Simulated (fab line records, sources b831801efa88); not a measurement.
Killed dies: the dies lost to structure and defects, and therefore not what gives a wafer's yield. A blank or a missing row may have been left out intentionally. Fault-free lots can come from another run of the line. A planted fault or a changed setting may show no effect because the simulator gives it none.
Matching of chambers    flow sky130    SKY_POLY_GATE_ETCH_16 on rie diel-03: 4 sister chambers
The step etches Si3N4 in CH3F/O2, stops on poly-Si, time 147.5 s, target depth 75 nm. 4 wafers are shown with their chamber, then 8 later ones without.

WAFERS PAIRED WITH THEIR CHAMBERS
wafer   chamber  drypump motor current A (A)
L079.3  3        5.4
L081.1  1        4.8
L082.4  0        6.2
L082.6  2        6.1

WAFERS WHOSE CHAMBER IS MISSING
wafer   drypump motor current A (A)
L084.3  6.2
L084.4  6.2
L084.5  5.4
L085.3  6.2
L085.4  5.3
L096.1  4.8
L096.3  5.4
L096.4  6.0

WHICH CHAMBER EACH WENT THROUGH
wafer   from the rows above  in truth
L084.3  0                    0
L084.4  0                    0
L084.5  3                    3
L085.3  0                    0
L085.4  3                    3
L096.1  1                    1
L096.3  3                    3
L096.4  2                    2
8 of 8 placed correctly. Can't be placed from these rows: 0. Wrongly placed: 0.
How it was worked out, from the rows above alone: a wafer's distance from a chamber is the root of the sum, over the readings, of the square of ((its reading less the chamber's mean) divided by the reading's scatter). If the next closest chamber is less than 2 further off than the closest, the wafer can't be placed; otherwise it belongs to the closest. For every chamber, the mean is computed from those of its wafers that are shown. The scatter: root of mean squared gap, hidden wafer to nearest shown wafer, with one shown wafer a chamber.
